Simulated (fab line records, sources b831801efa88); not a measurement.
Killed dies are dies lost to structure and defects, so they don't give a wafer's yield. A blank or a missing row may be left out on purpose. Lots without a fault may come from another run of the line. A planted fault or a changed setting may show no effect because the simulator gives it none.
Tool commonality check | flow sky130 | 9 lots, 36 wafers sampled

WHY IT WAS OPENED
At SKY_METAL2_THK_MEAS_06 the reading METAL2_ALCU_THK is flagged on 3 of 9 lots. Wafers without a fault read 254 nm, standard deviation 3.1.
Rule: a lot is flagged when every wafer of it that has a number lies more than 4 standard deviations from that mean, or none has a number. The other lots count as sound.

lot  | measured     | on            | METAL2_ALCU_THK (nm), wafer by wafer | flag
L839 | day 35 01:19 | film_metro-04 | 257 258 248                          |
L844 | day 38 05:20 | film_metro-02 | 251 248 249                          |
L850 | day 38 11:11 | film_metro-02 | 252 254 253                          |
L845 | day 38 12:30 | film_metro-02 | 290 290 293 292 288 298              | FLAGGED
L848 | day 38 13:09 | film_metro-02 | 289 286 293 287 285 294              | FLAGGED
L849 | day 38 15:10 | film_metro-04 | 293 287 290 293 287 289              | FLAGGED
L854 | day 39 06:58 | film_metro-02 | 254 252 256                          |
L855 | day 39 19:41 | film_metro-02 | 254 250 254                          |
L859 | day 41 15:07 | film_metro-03 | 253 260 252                          |
The numbers of the flagged lots are 290 nm on average: +36 nm against the usual, or +12 standard deviations.

WHICH TOOL RAN EACH LOT
The record holds 4 process steps before the reading, out of a route of 708 steps. In each cell: the tool, then ch and the chambers that the sampled wafers went through, then the start.
lot  | flag    | SKY_METAL1_STRIP_20                  | SKY_VIA1_ETCH_14                   | SKY_VIA1_SPUTTER_20          | SKY_METAL2_SPUTTER_04
L839 |         | plasma_asher-01 ch 0,1, day 33 20:22 | rie_diel-01 ch 0,2, day 34 23:43   | pvd_sputter-03, day 35 00:24 | pvd_sputter-04, day 35 01:07
L844 |         | plasma_asher-03 ch 0,1, day 37 00:07 | rie_diel-04 ch 0,3, day 38 03:43   | pvd_sputter-01, day 38 04:26 | pvd_sputter-04, day 38 05:10
L850 |         | plasma_asher-02 ch 0,1, day 37 06:35 | rie_diel-02 ch 0,1,3, day 38 09:35 | pvd_sputter-03, day 38 10:17 | pvd_sputter-04, day 38 11:01
L845 | FLAGGED | plasma_asher-02 ch 1, day 37 06:16   | rie_diel-01 ch 0,1, day 38 08:58   | pvd_sputter-01, day 38 09:38 | pvd_sputter-02, day 38 10:22
L848 | FLAGGED | plasma_asher-03 ch 0,1, day 37 05:56 | rie_diel-04 ch 0,2,3, day 38 09:14 | pvd_sputter-03, day 38 09:56 | pvd_sputter-03, day 38 10:40
L849 | FLAGGED | plasma_asher-02 ch 0,1, day 37 05:19 | rie_diel-02 ch 0,2,3, day 38 08:37 | pvd_sputter-02, day 38 09:17 | pvd_sputter-04, day 38 10:02
L854 |         | plasma_asher-01 ch 0,1, day 38 02:33 | rie_diel-01 ch 0,1,3, day 39 05:23 | pvd_sputter-01, day 39 06:04 | pvd_sputter-04, day 39 06:47
L855 |         | plasma_asher-01 ch 0,1, day 38 15:42 | rie_diel-04 ch 1,2,3, day 39 18:07 | pvd_sputter-02, day 39 18:47 | pvd_sputter-02, day 39 19:31
L859 |         | plasma_asher-01 ch 0,1, day 40 12:10 | rie_diel-02 ch 0,1,3, day 41 13:28 | pvd_sputter-03, day 41 14:13 | pvd_sputter-03, day 41 14:56
What these steps do:
- SKY_METAL1_STRIP_20: strips in O2/N2.
- SKY_VIA1_ETCH_14: etches BARC in N2/H2, stops on SiO2, time 45.9 s, target depth 60 nm.
- SKY_VIA1_SPUTTER_20: material TiN, target thk 20 nm, time 80 s.
- SKY_METAL2_SPUTTER_04: material TiN, target thk 70 nm, time 58.3 s.
- SKY_METAL2_THK_MEAS_06: measures by xrf.

FLAGGED OVER TOTAL, TOOL BY TOOL (the gauges that took the reading come last)
step                   | tool            | lots run | flagged | share of the flagged lots | sound lots run after its first flagged lot
SKY_METAL1_STRIP_20    | plasma_asher-01 | 4        | 0       | none                      | -
SKY_METAL1_STRIP_20    | plasma_asher-02 | 3        | 2       | some                      | 1 (L850)
SKY_METAL1_STRIP_20    | plasma_asher-03 | 2        | 1       | some                      | 0
SKY_VIA1_ETCH_14       | rie_diel-01     | 3        | 1       | some                      | 1 (L854)
SKY_VIA1_ETCH_14       | rie_diel-02     | 3        | 1       | some                      | 2 (L850,L859)
SKY_VIA1_ETCH_14       | rie_diel-04     | 3        | 1       | some                      | 1 (L855)
SKY_VIA1_SPUTTER_20    | pvd_sputter-01  | 3        | 1       | some                      | 1 (L854)
SKY_VIA1_SPUTTER_20    | pvd_sputter-02  | 2        | 1       | some                      | 1 (L855)
SKY_VIA1_SPUTTER_20    | pvd_sputter-03  | 4        | 1       | some                      | 2 (L850,L859)
SKY_METAL2_SPUTTER_04  | pvd_sputter-02  | 2        | 1       | some                      | 1 (L855)
SKY_METAL2_SPUTTER_04  | pvd_sputter-03  | 2        | 1       | some                      | 1 (L859)
SKY_METAL2_SPUTTER_04  | pvd_sputter-04  | 5        | 1       | some                      | 2 (L850,L854)
SKY_METAL2_THK_MEAS_06 | film_metro-02   | 6        | 2       | some                      | 2 (L854,L855)
SKY_METAL2_THK_MEAS_06 | film_metro-03   | 1        | 0       | none                      | -
SKY_METAL2_THK_MEAS_06 | film_metro-04   | 2        | 1       | some                      | 0

WHAT THE TABLE ALLOWS
No row of the table ran every flagged lot.

WHAT THE SIMULATOR HAD PUT IN
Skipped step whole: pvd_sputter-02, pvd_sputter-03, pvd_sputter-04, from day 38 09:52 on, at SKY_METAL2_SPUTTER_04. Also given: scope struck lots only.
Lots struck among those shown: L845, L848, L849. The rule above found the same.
